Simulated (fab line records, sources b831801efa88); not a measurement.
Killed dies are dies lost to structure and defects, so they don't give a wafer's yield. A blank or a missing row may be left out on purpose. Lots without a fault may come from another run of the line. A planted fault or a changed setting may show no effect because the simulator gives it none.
fab line records | flow gf180mcu
record lots=13 wafers=39 last_day=34
route steps=602 shown POLY_GATE@158 PSD@261 NSD@262 V1@358 M2@364
lots that met no fault: from a run of the same line without faults
start_h: hours from the record's first day to the start of the lot's first wafer shown | wait_h: hours since the lot's step before | " the same as in the row above | L1.1+2: a row that stands for several wafers | - no value, or no start given | * or withheld: withheld | < > ~ a bound
route shown NAME@n: a module of which the file shows steps, and the number in the route of the first | usual: mean/standard deviation of fault-free wafers | same: alike in all rows | chamber/n: place in a boat | sites: the reading at each site | _std_site: their standard deviation | _edge_site: outer sites' mean less inner sites' | radius_mm: how far each site lies from the wafer's centre | mask NAME#n: copy n | behind: the tool/chamber that last shaped the wafer | hold: why the lot was held/for how many hours/how that ended | device: the transistor (n, p or np) that didn't switch | end of line: the same wafers' tests at the end of the route | a step without rows: its recipe alone | killed: dies lost to structure and defects at the first sort, not the wafer's yield | map: a wafer's dies, x killed, . not, _ none there
set.NAME: the setting as run; set.NAME@STEP: as run at that earlier step | model.NAME: the simulator's own value behind a step, which no gauge read
steps of the route over a sample of lots; a table a step, a row a wafer
services: from which hour (start_h, from the record's first day; less than 0 if before it) a tool's chamber was out of use, for how many hours, and why
## steps
# step GF_POLY_GATE_THK_MEAS_01
# recipe reads=poly-Si_of_POLY_GATE_CVD_00
# usual POLY_GATE_CVD_00_THK=201.6/2
# columns lot.wafer tool chamber start_h wait_h POLY_GATE_CVD_00_THK[nm]
L335.2 film_metro-03 - 184.24 0.0 201.3
L335.3 " - " " 200.2
L335.5 " - " " 200.6
L336.4 film_metro-02 - 184.26 0.0 204.9
L336.5 " - " " 203.9
L336.6 " - " " 204.3
L339.1 film_metro-04 - 209.96 0.0 200.6
L339.5 " - " " 201.3
L339.6 " - " " 202.9
L340.2 film_metro-02 - 209.97 0.0 205.8
L340.3 " - " " 204.7
L340.5 " - " " 205.5
L341.3 film_metro-02 - 219.43 0.0 200.3
L341.4 " - " " 200.9
L341.6 " - " " 200.0
L344.3 film_metro-04 - 240.31 0.0 199.5
L344.5 " - " " 199.2
L344.6 " - " " 198.8
L345.2 film_metro-02 - 246.10 0.0 200.8
L345.4 " - " " 201.7
L345.5 " - " " 202.1
L351.1 film_metro-04 - 290.50 0.0 201.1
L351.2 " - " " 202.4
L351.3 " - " " 202.3
L352.2 film_metro-03 - 293.81 0.0 202.8
L352.3 " - " " 201.3
L352.6 " - " " 200.2
L354.1 film_metro-02 - 311.09 0.0 202.7
L354.2 " - " " 201.7
L354.6 " - " " 201.9
L355.2 film_metro-03 - 317.74 0.0 202.6
L355.3 " - " " 200.9
L355.5 " - " " 199.5
L357.3 film_metro-04 - 330.55 0.0 204.5
L357.4 " - " " 202.4
L357.6 " - " " 203.7
L358.4 film_metro-03 - 338.97 0.0 199.0
L358.5 " - " " 200.0
L358.6 " - " " 199.7
# step GF_PSD_RTA_13
# recipe temp_c=1025 time_s=20 ambient=N2
# usual lamp_power_pct=31.5/2.5 run_length_s=49.2/0.6 wafer_temp_C_max=1028.5/0.65
# columns lot.wafer tool chamber start_h wait_h lamp_power_pct run_length_s wafer_temp_C_max
L336.4 rtp_anneal-01 0 322.85 0.0 33.5 49.4 1028.6
L336.5 " 0 " " 33.5 49.3 1029.1
L336.6 " 0 " " 33.5 49.1 1029.3
L335.2 rtp_anneal-02 0 325.60 0.0 28.3 48.9 1028.0
L335.3 " 0 " " 28.3 48.8 1028.8
L335.5 " 0 " " 28.3 49.1 1028.9
L339.1 rtp_anneal-02 0 352.94 0.0 28.2 48.6 1028.4
L339.5 " 0 " " 28.2 48.5 1027.7
L339.6 " 0 " " 28.3 48.7 1027.9
L340.2 rtp_anneal-01 0 354.82 0.0 33.5 49.1 1028.4
L340.3 " 0 " " 33.5 49.1 1027.5
L340.5 " 0 " " 33.5 49.4 1029.3
L341.3 rtp_anneal-02 0 365.27 0.0 28.2 48.8 1028.0
L341.4 " 0 " " 28.2 48.6 1027.8
L341.6 " 0 " " 28.3 48.7 1028.5
L344.3 rtp_anneal-01 0 391.11 0.0 33.5 71.4 1028.6
L344.5 " 0 " " 33.5 71.2 1028.4
L344.6 " 0 " " 33.5 71.1 1028.3
L345.2 rtp_anneal-01 0 399.17 0.0 33.5 71.3 1028.2
L345.4 " 0 " " 33.5 71.2 1028.7
L345.5 " 0 " " 33.4 71.1 1028.5
L351.1 rtp_anneal-01 0 454.51 0.0 33.5 49.4 1029.8
L351.2 " 0 " " 33.5 49.1 1029.2
L351.3 " 0 " " 33.4 49.6 1028.6
L352.2 rtp_anneal-01 0 456.86 0.0 33.4 49.1 1030.8
L352.3 " 0 " " 33.5 49.4 1029.6
L352.6 " 0 " " 33.5 49.3 1027.9
L354.1 rtp_anneal-02 0 480.05 0.0 28.2 48.6 1028.4
L354.2 " 0 " " 28.3 48.9 1027.5
L354.6 " 0 " " 28.2 48.7 1029.3
L355.2 rtp_anneal-01 0 484.20 0.0 33.5 49.1 1028.1
L355.3 " 0 " " 33.4 49.0 1028.2
L355.5 " 0 " " 33.5 49.2 1028.3
L357.3 rtp_anneal-01 0 503.31 0.0 33.6 49.1 1028.4
L357.4 " 0 " " 33.5 49.1 1028.4
L357.6 " 0 " " 33.5 49.5 1027.9
L358.4 rtp_anneal-01 0 509.73 0.0 33.4 49.2 1030.6
L358.5 " 0 " " 33.5 49.2 1028.5
L358.6 " 0 " " 33.5 49.1 1028.3
# step GF_PSD_RS_MEAS_14
# recipe thk_meas_gauge=four-point-probe
# usual NSD_RS=45.73/0.12
# columns lot.wafer tool chamber start_h wait_h NSD_RS[ohm/sq]
L336.4 film_metro-03 - 322.96 0.1 45.53
L336.5 " - " " 45.59
L336.6 " - " " 45.47
L335.2 film_metro-04 - 325.69 0.1 45.77
L335.3 " - " " 45.81
L335.5 " - " " 45.70
L339.1 film_metro-01 - 353.02 0.1 45.87
L339.5 " - " " 45.83
L339.6 " - " " 45.85
L340.2 film_metro-04 - 354.91 0.1 45.73
L340.3 " - " " 45.68
L340.5 " - " " 45.67
L341.3 film_metro-03 - 365.36 0.1 45.71
L341.4 " - " " 45.66
L341.6 " - " " 45.61
L344.3 film_metro-04 - 391.21 0.1 41.95
L344.5 " - " " 41.92
L344.6 " - " " 41.91
L345.2 film_metro-03 - 399.26 0.1 41.77
L345.4 " - " " 41.70
L345.5 " - " " 41.64
L351.1 film_metro-04 - 454.59 0.1 45.74
L351.2 " - " " 45.82
L351.3 " - " " 45.81
L352.2 film_metro-03 - 456.95 0.1 45.61
L352.3 " - " " 45.67
L352.6 " - " " 45.65
L354.1 film_metro-01 - 480.14 0.1 45.67
L354.2 " - " " 45.80
L354.6 " - " " 45.80
L355.2 film_metro-04 - 484.29 0.1 45.80
L355.3 " - " " 45.76
L355.5 " - " " 45.68
L357.3 film_metro-01 - 503.41 0.1 45.88
L357.4 " - " " 45.87
L357.6 " - " " 45.87
L358.4 film_metro-01 - 509.88 0.1 45.78
L358.5 " - " " 45.97
L358.6 " - " " 45.89
# step GF_PSD_RS_MEAS_15
# recipe thk_meas_gauge=four-point-probe
# usual PSD_RS=108.6/0.36
# columns lot.wafer tool chamber start_h wait_h PSD_RS[ohm/sq]
L336.4 film_metro-03 - 323.08 0.1 107.8
L336.5 " - " " 108.6
L336.6 " - " " 107.9
L335.2 film_metro-04 - 325.81 0.1 108.8
L335.3 " - " " 108.4
L335.5 " - " " 108.7
L339.1 film_metro-01 - 353.14 0.1 109.0
L339.5 " - " " 108.9
L339.6 " - " " 108.9
L340.2 film_metro-04 - 355.03 0.1 108.6
L340.3 " - " " 108.6
L340.5 " - " " 108.8
L341.3 film_metro-03 - 365.48 0.1 108.3
L341.4 " - " " 108.2
L341.6 " - " " 108.4
L344.3 film_metro-04 - 391.33 0.1 101.6
L344.5 " - " " 101.3
L344.6 " - " " 101.5
L345.2 film_metro-03 - 399.38 0.1 100.5
L345.4 " - " " 101.1
L345.5 " - " " 100.9
L351.1 film_metro-04 - 454.71 0.1 108.9
L351.2 " - " " 108.6
L351.3 " - " " 109.0
L352.2 film_metro-03 - 457.07 0.1 108.3
L352.3 " - " " 107.9
L352.6 " - " " 108.1
L354.1 film_metro-01 - 480.26 0.1 108.9
L354.2 " - " " 108.5
L354.6 " - " " 108.9
L355.2 film_metro-04 - 484.41 0.1 108.9
L355.3 " - " " 108.7
L355.5 " - " " 108.6
L357.3 film_metro-01 - 503.53 0.1 108.6
L357.4 " - " " 108.4
L357.6 " - " " 108.8
L358.4 film_metro-01 - 510.00 0.1 108.9
L358.5 " - " " 109.0
L358.6 " - " " 108.9
# step GF_V1_CVD_23
# recipe material=W target_thk_nm=350 time_s=105.05 temp_c=400 pressure_torr=40
# usual heater_power_w=922/71
# columns lot.wafer tool chamber start_h wait_h heater_power_w since_wet_clean_h
L336.4 cvd_w-01 1 419.05 0.1 1004 -
L336.5 " 0 " " 912 -
L336.6 " 1 " " 1011 -
L335.2 cvd_w-01 0 421.56 0.0 926 421
L335.3 " 0 " " 913 -
L335.5 " 0 " " 924 -
L339.1 cvd_w-02 1 452.43 0.0 803 48
L339.5 " 1 " " 832 -
L339.6 " 0 " " 861 -
L340.2 cvd_w-01 0 454.59 0.0 906 454
L340.3 " 1 " " 1018 -
L340.5 " 0 " " 923 -
L341.3 cvd_w-02 1 465.83 0.1 788 -
L341.4 " 0 " " 879 -
L341.6 " 0 " " 858 -
L344.3 cvd_w-02 1 492.16 0.1 808 -
L344.5 " 1 " " 825 -
L344.6 " 0 " " 855 -
L345.2 cvd_w-01 0 501.11 0.0 935 501
L345.4 " 1 " " 991 -
L345.5 " 1 " " 988 -
L351.1 cvd_w-01 0 554.85 0.0 924 555
L351.2 " 1 " " 1003 555
L351.3 " 0 " " 937 -
L352.2 cvd_w-01 1 555.90 0.0 1008 556
L352.3 " 0 " " 940 -
L352.6 " 1 " " 997 -
L354.1 cvd_w-02 1 577.64 0.0 811 174
L354.2 " 0 " " 896 174
L354.6 " 1 " " 818 -
L355.2 cvd_w-02 0 580.81 0.0 849 177
L355.3 " 1 " " 800 -
L355.5 " 1 " " 800 -
L357.3 cvd_w-01 1 598.16 0.1 1002 -
L357.4 " 0 " " 954 -
L357.6 " 1 " " 1010 -
L358.4 cvd_w-01 1 603.77 0.1 990 -
L358.5 " 0 " " 943 -
L358.6 " 1 " " 1017 -
# step GF_M2_SPUTTER_02
# recipe material=AlCu target_thk_nm=450 power_w=10600 time_s=23.9 chamber_pressure_pa=0.4
# usual throttle_valve_pct=30.0/0.6
# columns lot.wafer tool chamber start_h wait_h throttle_valve_pct
L336.4 pvd_sputter-04 - 419.73 0.0 28.8
L336.5 " - " " 30.7
L336.6 " - " " 30.6
L335.2 pvd_sputter-01 - 422.28 0.0 29.1
L335.3 " - " " 30.1
L335.5 " - " " 30.2
L339.1 pvd_sputter-02 - 453.16 0.0 30.4
L339.5 " - " " 30.1
L339.6 " - " " 30.6
L340.2 pvd_sputter-01 - 455.31 0.0 28.9
L340.3 " - " " 30.2
L340.5 " - " " 29.1
L341.3 pvd_sputter-01 - 466.51 0.0 29.8
L341.4 " - " " 30.5
L341.6 " - " " 29.6
L344.3 pvd_sputter-01 - 492.85 0.0 30.2
L344.5 " - " " 30.3
L344.6 " - " " 29.2
L345.2 pvd_sputter-02 - 501.83 0.0 29.4
L345.4 " - " " 30.1
L345.5 " - " " 30.5
L351.1 pvd_sputter-01 - 555.57 0.0 28.7
L351.2 " - " " 30.1
L351.3 " - " " 30.5
L352.2 pvd_sputter-04 - 556.62 0.0 30.7
L352.3 " - " " 30.8
L352.6 " - " " 30.3
L354.1 pvd_sputter-01 - 578.36 0.0 30.3
L354.2 " - " " 30.3
L354.6 " - " " 29.6
L355.2 pvd_sputter-01 - 581.54 0.0 30.1
L355.3 " - " " 30.4
L355.5 " - " " 29.6
L357.3 pvd_sputter-01 - 598.85 0.0 29.0
L357.4 " - " " 29.8
L357.6 " - " " 30.6
L358.4 pvd_sputter-02 - 604.46 0.0 29.7
L358.5 " - " " 29.8
L358.6 " - " " 30.2
## services
# columns tool chamber start_h hours kind
pvd_sputter-04 - 300.15 1.6 repair
pvd_sputter-01 2 340.66 - consumable_replace:kit
pvd_sputter-01 2 340.66 18.0 scheduled_down
pvd_sputter-01 2 340.66 18.0 vent_cycle
pvd_sputter-01 - 355.50 1.9 repair
cvd_w-02 - 390.00 14.0 pm
rtp_anneal-02 - 400.19 7.3 pm
pvd_sputter-02 - 405.04 34.5 repair
cvd_w-02 - 418.17 6.9 pm
cvd_w-02 0 426.03 24.6 repair
rtp_anneal-01 - 465.64 0.8 pm
pvd_sputter-02 - 475.18 1.4 repair
cvd_w-01 - 477.37 6.9 pm
pvd_sputter-04 - 498.87 3.5 repair
pvd_sputter-01 - 518.89 4.1 repair
rtp_anneal-02 - 537.46 4.2 pm
cvd_w-02 - 539.93 1.2 repair
cvd_w-02 0 544.12 8.5 repair
rtp_anneal-01 - 544.21 4.5 pm
pvd_sputter-01 1 545.04 - consumable_replace:kit
pvd_sputter-01 1 545.04 18.0 scheduled_down
pvd_sputter-01 - 593.20 0.5 repair
pvd_sputter-04 - 596.42 1.1 repair
cvd_w-02 0 600.56 4.2 repair
## key
first_sign step=GF_PSD_RTA_13 reading=run_length_s direction=up sigmas=37 usual=* struck=*
effect step=GF_PSD_RS_MEAS_14 reading=NSD_RS direction=down sigmas=33 usual=45.73 struck=41.82
effect step=GF_PSD_RS_MEAS_15 reading=PSD_RS direction=down sigmas=21 usual=108.6 struck=101.2
met_at GF_PSD_RTA_13
struck_lots L344,L345
tester_left_out L344,L345
not_acting_at GF_POLY_GATE_THK_MEAS_01,GF_V1_CVD_23,GF_M2_SPUTTER_02
onset_between 354.82 391.11
fault kind=process_parameter_drift tool=rtp_anneal-01 chamber=- onset_h=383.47 steps=GF_PSD_RTA_13 channel=time_s offset=* shape=step end_h=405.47 acts_in=* stated=*
# tester_left_out: of these lots the tester's yield and bins aren't shown, on N5 and GAA mostly nor the transistor test; their killed dies are dies lost to structure and defects alone, not to doping, threshold or leakage, so they don't give the yield
